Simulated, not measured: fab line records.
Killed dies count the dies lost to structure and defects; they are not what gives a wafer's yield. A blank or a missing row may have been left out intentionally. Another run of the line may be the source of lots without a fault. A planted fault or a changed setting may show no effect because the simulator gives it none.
Which of the tools did it? ; flow sky130 ; 13 lots, 39 wafers sampled, at 2 steps of a route of 708

== WHAT THE GAUGES SHOWED, per wafer ==
SKY_CONTACT_THK_MEAS_01.
lot;measured;on;CONTACT_CVD_00_THK (nm)
L351;day 31 01:03;film-metro-04;74.1 75.8 75.5
L352;day 31 01:44;film-metro-02;73.8 73.9 75.9
L353;day 31 06:47;film-metro-02;74.4 74.8 75.4
L359;day 32 23:30;film-metro-04;74.8 76.7 75.9
L360;day 33 12:13;film-metro-04;76.8 76.2 77.4
L361;day 33 16:47;film-metro-02;75.7 76.2 75.0
L366;day 34 18:59;film-metro-02;73.7 75.4 76.2
L367;day 35 07:04;film-metro-04;74.0 75.6 75.8
L369;day 36 06:49;film-metro-03;74.8 73.3 76.0
L371;day 36 14:42;film-metro-02;75.2 75.6 76.0
L372;day 37 07:50;film-metro-04;77.2 76.9 78.6
L373;day 37 10:32;film-metro-03;75.1 74.7 74.9
L374;day 37 12:00;film-metro-03;76.1 77.1 76.2

== WHAT TOOL EACH LOT RAN ON (gives the tool, then ch and the chambers of the sampled wafers, and finally the start) ==
lot;SKY_CONTACT_CVD_00
L351;pecvd-04 ch 0,2, day 31 01:01
L352;pecvd-03 ch 0,2, day 31 01:42
L353;pecvd-02 ch 1,2, day 31 06:44
L359;pecvd-03 ch 1,2, day 32 23:28
L360;pecvd-03 ch 1,2, day 33 12:09
L361;pecvd-04 ch 0,1,2, day 33 16:44
L366;pecvd-02 ch 0,1,2, day 34 18:57
L367;pecvd-02 ch 0,2, day 35 07:01
L369;pecvd-03 ch 0,2, day 36 06:46
L371;pecvd-04 ch 0,2, day 36 14:40
L372;pecvd-04 ch 0,1,2, day 37 07:48
L373;pecvd-03 ch 0,1,2, day 37 10:30
L374;pecvd-02 ch 0,2, day 37 11:58
- SKY_CONTACT_CVD_00: deposits Si3N4, target thk 75 nm.

== AS READ BY THE TOOLS THEMSELVES (means over the sampled wafers that have a number; for cases with no such wafer, the mark the record gives instead) ==
SKY_CONTACT_CVD_00.
lot;tool;heater-power-outer-w (W);heater-power-w (W)
L351;pecvd-04;374;661
L352;pecvd-03;424;688
L353;pecvd-02;423;692
L359;pecvd-03;465;782
L360;pecvd-03;457;789
L361;pecvd-04;369;649
L366;pecvd-02;432;694
L367;pecvd-02;417;698
L369;pecvd-03;440;712
L371;pecvd-04;402;699
L372;pecvd-04;418;722
L373;pecvd-03;429;719
L374;pecvd-02;481;777

== THE ANSWER, worked out from the rows above alone ==
Rule: usual is defined by the lots themselves. The widest of any qualifying gaps counts: lots, ordered by their means at a reading, are off when they make up no more than a third of the lots, leave a main group of 4 or more, and stand apart from it by 3 or more times the standard deviation of that group's means. A main group is skipped when, at the precision printed for the reading in the tables above, its means are all equal. Also off: a lot with no number at a reading for which 4 or more lots have one. Any other lot the step has rows for is counted as sound. The gauges are gone through in route order, then the tools' own readings, and for those a lot's mean is taken as printed above. The first step at which some lot is off is used, and at that step the reading that is off furthest; a lot without a number counts as furthest.
None of the lots is off at any reading shown; this tells nothing.

== WHAT THE SIMULATOR PUT IN ==
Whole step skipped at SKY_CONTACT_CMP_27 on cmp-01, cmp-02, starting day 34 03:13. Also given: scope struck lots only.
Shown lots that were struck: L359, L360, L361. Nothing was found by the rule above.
